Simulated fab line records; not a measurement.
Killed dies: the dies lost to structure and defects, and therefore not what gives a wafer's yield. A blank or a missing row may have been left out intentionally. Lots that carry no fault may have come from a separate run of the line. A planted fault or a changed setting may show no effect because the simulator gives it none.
Split-lot experiment / flow sky130 / 23 wafers read across 5 lots, on a route 708 steps long

## ABOUT THE SPLIT
At SKY_FIELD_ISO_EXPOSE_10 (exposes mask FOM, target cd 150 nm), the setting dose_mj was moved away from the recipe's 28 on 6 of the 23 wafers read, by -5.1% to +2.3%. For the rest of the wafers, this setting stayed at what the recipe calls for.

## FROM THE SPLIT TO THE READING: what the file shows between them, 2 steps
- SKY_FIELD_ISO_PEB_11
- SKY_FIELD_ISO_DEVELOP_12: develop time 60 s

## THE READING
cd_nm (nm) at SKY_FIELD_ISO_CD_MEAS_13, where the cd target is 150 nm. Typical for fault-free wafers on this fab line: 150.0 nm, with standard deviation 1.6 nm.

wafer=L077.1; tool, chamber at the split=krf_scanner-01, 0; dose_mj as run=28; against the recipe=recipe; cd_nm, nm=150.5; against lot-mates on the recipe=-
wafer=L077.4; tool, chamber at the split=krf_scanner-01, 0; dose_mj as run=28; against the recipe=recipe; cd_nm, nm=149.0; against lot-mates on the recipe=-
wafer=L077.5; tool, chamber at the split=krf_scanner-01, 0; dose_mj as run=28; against the recipe=recipe; cd_nm, nm=150.1; against lot-mates on the recipe=-
wafer=L079.1; tool, chamber at the split=krf_scanner-02, 0; dose_mj as run=28; against the recipe=recipe; cd_nm, nm=148.8; against lot-mates on the recipe=-
wafer=L079.2; tool, chamber at the split=krf_scanner-02, 0; dose_mj as run=26.57; against the recipe=-5.1%; cd_nm, nm=160.4; against lot-mates on the recipe=+11.1
wafer=L079.4; tool, chamber at the split=krf_scanner-02, 0; dose_mj as run=28; against the recipe=recipe; cd_nm, nm=149.2; against lot-mates on the recipe=-
wafer=L079.5; tool, chamber at the split=krf_scanner-02, 0; dose_mj as run=26.57; against the recipe=-5.1%; cd_nm, nm=159.9; against lot-mates on the recipe=+10.6
wafer=L079.6; tool, chamber at the split=krf_scanner-02, 0; dose_mj as run=28; against the recipe=recipe; cd_nm, nm=149.9; against lot-mates on the recipe=-
wafer=L082.1; tool, chamber at the split=krf_scanner-01, 0; dose_mj as run=28; against the recipe=recipe; cd_nm, nm=148.2; against lot-mates on the recipe=-
wafer=L082.2; tool, chamber at the split=krf_scanner-01, 0; dose_mj as run=28; against the recipe=recipe; cd_nm, nm=149.3; against lot-mates on the recipe=-
wafer=L082.4; tool, chamber at the split=krf_scanner-01, 0; dose_mj as run=28; against the recipe=recipe; cd_nm, nm=148.4; against lot-mates on the recipe=-
wafer=L082.5; tool, chamber at the split=krf_scanner-01, 0; dose_mj as run=28; against the recipe=recipe; cd_nm, nm=148.8; against lot-mates on the recipe=-
wafer=L082.6; tool, chamber at the split=krf_scanner-01, 0; dose_mj as run=28; against the recipe=recipe; cd_nm, nm=149.8; against lot-mates on the recipe=-
wafer=L083.1; tool, chamber at the split=krf_scanner-02, 0; dose_mj as run=28.65; against the recipe=+2.3%; cd_nm, nm=143.4; against lot-mates on the recipe=-5.2
wafer=L083.2; tool, chamber at the split=krf_scanner-02, 0; dose_mj as run=28; against the recipe=recipe; cd_nm, nm=148.4; against lot-mates on the recipe=-
wafer=L083.3; tool, chamber at the split=krf_scanner-02, 0; dose_mj as run=28; against the recipe=recipe; cd_nm, nm=148.1; against lot-mates on the recipe=-
wafer=L083.4; tool, chamber at the split=krf_scanner-02, 0; dose_mj as run=28.65; against the recipe=+2.3%; cd_nm, nm=144.8; against lot-mates on the recipe=-3.8
wafer=L083.6; tool, chamber at the split=krf_scanner-02, 0; dose_mj as run=28; against the recipe=recipe; cd_nm, nm=149.2; against lot-mates on the recipe=-
wafer=L085.1; tool, chamber at the split=krf_scanner-01, 0; dose_mj as run=26.64; against the recipe=-4.9%; cd_nm, nm=160.8; against lot-mates on the recipe=+10.3
wafer=L085.2; tool, chamber at the split=krf_scanner-01, 0; dose_mj as run=28; against the recipe=recipe; cd_nm, nm=151.7; against lot-mates on the recipe=-
wafer=L085.4; tool, chamber at the split=krf_scanner-01, 0; dose_mj as run=26.64; against the recipe=-4.9%; cd_nm, nm=161.9; against lot-mates on the recipe=+11.4
wafer=L085.5; tool, chamber at the split=krf_scanner-01, 0; dose_mj as run=28; against the recipe=recipe; cd_nm, nm=149.8; against lot-mates on the recipe=-
wafer=L085.6; tool, chamber at the split=krf_scanner-01, 0; dose_mj as run=28; against the recipe=recipe; cd_nm, nm=150.1; against lot-mates on the recipe=-

FIT RESULTS
A straight line over all 23 wafers: cd_nm changes by -2.28 nm for each +1% of dose_mj; r = -0.98; the points scatter about the line by 0.95 nm.
The same after taking each lot's own level away (the mean of its wafers on the recipe; 23 wafers): -2.14 nm for each +1%; r = -0.99; scatter 0.65 nm.
The reading moves by 11 nm for the largest change in dose_mj, on that fit.
The span of the lots' own levels, 148.57 to 150.53 nm, comes to 1.2 times the standard deviation stated above.
The two slopes agree, so the slope changes little with the lot-to-lot level.
Check: +11 nm against its lot-mates is what the line predicts for one of the wafers moved furthest among these (-5.1%) when that wafer is left out of the fit. It came out at +11.1 nm against them.

## THE WHOLE CHAIN: every reading that the file lists as answering this split, in the file's order
step=SKY_FIELD_ISO_DEVELOP_12; what it does=develop time 60 s; reading=FIELD_ISO.cd_nm (the simulator's own value, which no gauge read); change (the file's fit)=-2.14 nm for each +1% of the setting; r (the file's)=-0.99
step=SKY_FIELD_ISO_CD_MEAS_13; what it does=target cd 150 nm; reading=cd_nm; change (the file's fit)=-2.15 nm for each +1% of the setting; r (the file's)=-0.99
step=SKY_FIELD_ISO_ETCH_15; what it does=etches the open film in CHF3/O2, stops on Si, target depth 180 nm, time 72 s; reading=FIELD_ISO.cd_nm (the simulator's own value, which no gauge read); change (the file's fit)=-2.17 nm for each +1% of the setting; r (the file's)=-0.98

## THE FILE'S OWN FIT
cd_nm changes by -2.15 nm for each +1% of dose_mj, r = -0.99.
